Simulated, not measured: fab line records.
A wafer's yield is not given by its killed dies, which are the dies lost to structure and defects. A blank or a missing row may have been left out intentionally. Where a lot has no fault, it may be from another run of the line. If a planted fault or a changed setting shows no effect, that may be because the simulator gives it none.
A lot that was struck, set against a sound lot | flow gf180mcu | 17 out of 602 route steps
Sound: these wafers, L202.1, L202.3, L202.4. Struck: wafer L205.4. (L205.2, L205.3 of the same lot were not struck and are left out.) The cause comes at the end.
For every step that has rows: the tool of each side, followed by ch and its chambers, followed by its first start. Under that, the readings that differ: sound wafers | struck wafers | difference of the means | sigmas: that difference in standard deviations of wafers without a fault.
alike: readings whose means differ by less than 2 such deviations, and words and numbers that are the same on both sides. not compared: withheld readings, readings that some wafer has no value for, bounds like >300 that may hide the same value, and numbers for which the record gives no deviation and whose values overlap.
Wherever a step has rows on one side only, a row that says differs or no value, or a row with sigmas, the two part there. When numbers do not overlap yet have no deviation, they are printed without sigmas and do not part them. Lack of a reading on every wafer of one side parts them only where that side has two or more wafers.

first, 1 step without rows for these wafers: GF_STI_OXIDATION_01 (stabilise 600 s, purge 300 s, target thk 10 nm).
GF_STI_THK_MEAS_02:
  sound on film-metro-02, day 1 12:18; struck on film-metro-02, day 2 02:43
  alike: STI_OXIDATION_THK
then, 1 step without rows for these wafers: GF_STI_CVD_03 (deposits Si3N4 from DCS/NH3, target thk 207.16 nm, time 3551 s).
GF_STI_THK_MEAS_04:
  sound on film-metro-03, day 1 14:21; struck on film-metro-02, day 2 04:46
  alike: STI_CVD_03_THK
then, 7 steps without rows for these wafers: GF_STI_DEHYDRATE_05 (time 60 s); GF_STI_HMDS_06 (prime time 60 s); GF_STI_COAT_07 (resist thk 700 nm); GF_STI_SOFTBAKE_08 (time 60 s); GF_STI_EXPOSE_09 (exposes mask COMP, target cd 220 nm); GF_STI_PEB_10 (peb time 90 s); GF_STI_DEVELOP_11 (develop time 60 s).
GF_STI_CD_MEAS_12 targets a cd of 220 nm.
  sound on cd-sem-01, day 2 01:41; struck on cd-sem-01, day 2 16:55
  alike: cd-nm
GF_STI_ETCH_13: etches the open film in CHF3/O2, stops on Si, target depth 282.31 nm, time 112.9 s.
  sound on rie-diel-03 ch 0,2,3, day 2 01:49; struck on rie-diel-01 ch 3, day 2 17:01
  reading                              | sound             | struck | difference | sigmas
  oes-product-au (a.u.)                | 0.832 0.834 0.837 | 0.990  | +0.156     | +23
  run-length-s (s)                     | 141.1 141.0 140.7 | 124.1  | -16.8      | -45
  throttle-valve-pct (%)               | 8.823 8.811 8.830 | 8.854  | +0.033     | +4
  model.KrF_of_STI_COAT_07.thk-nm (nm) | 439.1 436.9 433.8 | 473.1  | +36.5      |
  alike: drypump-motor-current-A
  not compared: rf-hours-counter-h
GF_STI_ETCH_14: etches Si in HBr/Cl2/O2, target depth 360 nm, time 102.9 s.
  sound on rie-si-02 ch 0,1,3, day 2 01:53; struck on rie-si-01 ch 0, day 2 17:05
  reading                              | sound             | struck | difference | sigmas
  model.KrF_of_STI_COAT_07.thk-nm (nm) | 321.4 316.3 317.4 | 354.1  | +35.7      |
  alike: drypump-motor-current-A, oes-product-au, run-length-s, throttle-valve-pct
  not compared: rf-hours-counter-h
GF_STI_STRIP_15: strips in O2/N2.
  sound on plasma-asher-01 ch 0,1, day 2 01:58; struck on plasma-asher-03 ch 1, day 2 17:10
  reading                      | sound             | struck | difference | sigmas
  oes-product-au (a.u.)        | 0.382 0.379 0.382 | 0.407  | +0.026     | +6
  strip-time-to-endpoint-s (s) | 3.75 3.69 3.71    | 4.08   | +0.36      | +7
  alike: drypump-motor-current-A, heater-power-w, o2-flow-sccm
  not compared: rf-hours-counter-h
then, 2 steps without rows for these wafers: GF_STI_CLEAN_16 (cleans in dHF, time 25 s); GF_PASSIVATION_PROBE_99.

WHERE THEY PART
Last at GF_STI_STRIP_15 as far as this record goes, first at GF_STI_ETCH_13.

WHY: the cause the simulator had injected
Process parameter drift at GF_STI_ETCH_13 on rie-diel-01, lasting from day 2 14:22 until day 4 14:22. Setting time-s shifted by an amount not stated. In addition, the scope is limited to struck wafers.
